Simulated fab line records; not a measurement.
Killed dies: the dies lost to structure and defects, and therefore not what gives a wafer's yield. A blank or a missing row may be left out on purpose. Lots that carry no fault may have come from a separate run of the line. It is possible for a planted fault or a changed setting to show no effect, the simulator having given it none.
Chamber matching :: flow gf180mcu :: pecvd-01 running GF_PASSIVATION_CVD_00: 3 sister chambers
The step deposits SiO2 from TEOS, target thk 1000 nm, time 111.95 s. 24 wafers are shown with their chamber, then 12 later ones without.

## WAFERS, EACH WITH ITS CHAMBER
wafer: L074.1
chamber: 0
heater_power_w (W): 639

wafer: L074.2
chamber: 2
heater_power_w (W): 890

wafer: L074.5
chamber: 1
heater_power_w (W): 564

wafer: L075.2
chamber: 1
heater_power_w (W): 727

wafer: L075.3
chamber: 0
heater_power_w (W): 655

wafer: L075.4
chamber: 1
heater_power_w (W): 580

wafer: L078.3
chamber: 1
heater_power_w (W): 690

wafer: L078.5
chamber: 1
heater_power_w (W): 716

wafer: L078.6
chamber: 2
heater_power_w (W): 811

wafer: L080.3
chamber: 2
heater_power_w (W): 783

wafer: L080.5
chamber: 2
heater_power_w (W): 859

wafer: L080.6
chamber: 0
heater_power_w (W): 628

wafer: L081.2
chamber: 1
heater_power_w (W): 704

wafer: L081.3
chamber: 2
heater_power_w (W): 855

wafer: L081.6
chamber: 2
heater_power_w (W): 695

wafer: L083.4
chamber: 1
heater_power_w (W): 585

wafer: L083.5
chamber: 0
heater_power_w (W): 512

wafer: L083.6
chamber: 2
heater_power_w (W): 872

wafer: L087.2
chamber: 2
heater_power_w (W): 709

wafer: L087.4
chamber: 0
heater_power_w (W): 516

wafer: L087.6
chamber: 1
heater_power_w (W): 577

wafer: L088.1
chamber: 2
heater_power_w (W): 833

wafer: L088.4
chamber: 0
heater_power_w (W): 516

wafer: L088.6
chamber: 1
heater_power_w (W): 565

SIGNATURES (means of the wafers above)
reading: heater_power_w
chamber 0: 577.67
chamber 1: 634.22
chamber 2: 811.89
scatter within a chamber: 70.8
Rule: a wafer lies at a distance from a chamber equal to the root of the sum of squares, over the readings, of (its reading less the chamber's mean, divided by the reading's scatter). The wafer belongs to the nearest chamber; if the next one is less than 2 further off, it can't be placed. The scatter: take each reading less its chamber's mean, square it, sum over the shown wafers, divide by the number of wafers less the number of chambers, and take the root.

## WAFERS WITH NO CHAMBER GIVEN
wafer: L090.1
heater_power_w (W): 609

wafer: L090.4
heater_power_w (W): 570

wafer: L090.6
heater_power_w (W): 653

wafer: L094.1
heater_power_w (W): 880

wafer: L094.2
heater_power_w (W): 523

wafer: L094.5
heater_power_w (W): 727

wafer: L096.1
heater_power_w (W): 623

wafer: L096.4
heater_power_w (W): 701

wafer: L096.6
heater_power_w (W): 562

wafer: L097.2
heater_power_w (W): 799

wafer: L097.5
heater_power_w (W): 656

wafer: L097.6
heater_power_w (W): 617

## THE CHAMBER EACH PASSED THROUGH
wafer: L090.1
from the rows above: can't be placed: 1 or 0
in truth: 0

wafer: L090.4
from the rows above: can't be placed: 0 or 1
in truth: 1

wafer: L090.6
from the rows above: can't be placed: 1 or 0 or 2
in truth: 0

wafer: L094.1
from the rows above: 2
in truth: 2

wafer: L094.2
from the rows above: can't be placed: 0 or 1
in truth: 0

wafer: L094.5
from the rows above: can't be placed: 2 or 1 or 0
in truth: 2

wafer: L096.1
from the rows above: can't be placed: 1 or 0
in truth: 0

wafer: L096.4
from the rows above: can't be placed: 1 or 2 or 0
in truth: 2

wafer: L096.6
from the rows above: can't be placed: 0 or 1
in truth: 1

wafer: L097.2
from the rows above: 2
in truth: 2

wafer: L097.5
from the rows above: can't be placed: 1 or 0 or 2
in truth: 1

wafer: L097.6
from the rows above: can't be placed: 1 or 0
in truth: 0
Correctly placed: 2 of 12. Can't be placed from these rows: 10 (the true chamber is among the candidates in 10). 0 placed wrongly.
